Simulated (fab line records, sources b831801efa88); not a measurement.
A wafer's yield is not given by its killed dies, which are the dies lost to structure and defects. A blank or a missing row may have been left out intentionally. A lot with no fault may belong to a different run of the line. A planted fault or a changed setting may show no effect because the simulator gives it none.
Which tool is to blame? + flow gf180mcu + 7 lots with 21 wafers sampled at 2 steps, on a route of 602 steps

WHAT THE GAUGES READ, wafer by wafer
GF_M1_RS_MEAS_05: uses a four-point probe to measure.
| lot  | measured     | on           | M1_ALCU_RS (ohm/sq)  |
|------|--------------|--------------|----------------------|
| L824 | day 17 02:10 | filmMetro-03 | 0.0713 0.0711 0.0709 |
| L827 | day 17 21:00 | filmMetro-04 | 0.0687 0.0682 0.0679 |
| L830 | day 19 06:02 | filmMetro-03 | 0.0695 0.0691 0.0694 |
| L834 | day 20 11:07 | filmMetro-04 | 7.1490 7.1343 7.1425 |
| L837 | day 21 15:23 | filmMetro-03 | 0.0696 0.0698 0.0696 |
| L842 | day 23 05:50 | filmMetro-02 | 0.0705 0.0699 0.0701 |
| L844 | day 23 21:20 | filmMetro-03 | 0.0692 0.0691 0.0691 |

WHAT TOOL EACH LOT RAN ON (gives the tool, then ch and the chambers of the sampled wafers, and finally the start)
| lot  | GF_M1_SPUTTER_02            |
|------|-----------------------------|
| L824 | pvdSputter-01, day 17 02:05 |
| L827 | pvdSputter-03, day 17 20:52 |
| L830 | pvdSputter-04, day 19 05:53 |
| L834 | pvdSputter-03, day 20 11:01 |
| L837 | pvdSputter-01, day 21 15:16 |
| L842 | pvdSputter-04, day 23 05:45 |
| L844 | pvdSputter-01, day 23 21:15 |
- GF_M1_SPUTTER_02: material AlCu, target thk 450 nm, time 23.9 s.

THE ANSWER, worked out from the rows above alone
Rule: usual is defined by the lots themselves. Put in order of their means at a reading, lots are off if they are a third of the lots or fewer, leave a main group of 4 or more, and stand apart from it by a gap of 3 or more times the standard deviation of the main group's means; of several such gaps the widest counts. Not used: any main group whose means are identical at the precision the tables above print for the reading. Also off: a lot with no number at a reading for which 4 or more lots have one. Where the step has rows for the other lots, those lots are counted as sound.
Off: at GF_M1_RS_MEAS_05 (M1_ALCU_RS), L834. Main group: mean 0.0696 ohm/sq, sd 0.00088.
If a tool, at a process step before that reading, ran all the lots that are off and no sound lot after the first of them, it fits. The gauges at GF_M1_RS_MEAS_05 are tried like those tools. Undecided on this evidence; 2 tools fit (pvdSputter-03 at GF_M1_SPUTTER_02, filmMetro-04 at GF_M1_RS_MEAS_05).

WHAT THE SIMULATOR HAD INSERTED
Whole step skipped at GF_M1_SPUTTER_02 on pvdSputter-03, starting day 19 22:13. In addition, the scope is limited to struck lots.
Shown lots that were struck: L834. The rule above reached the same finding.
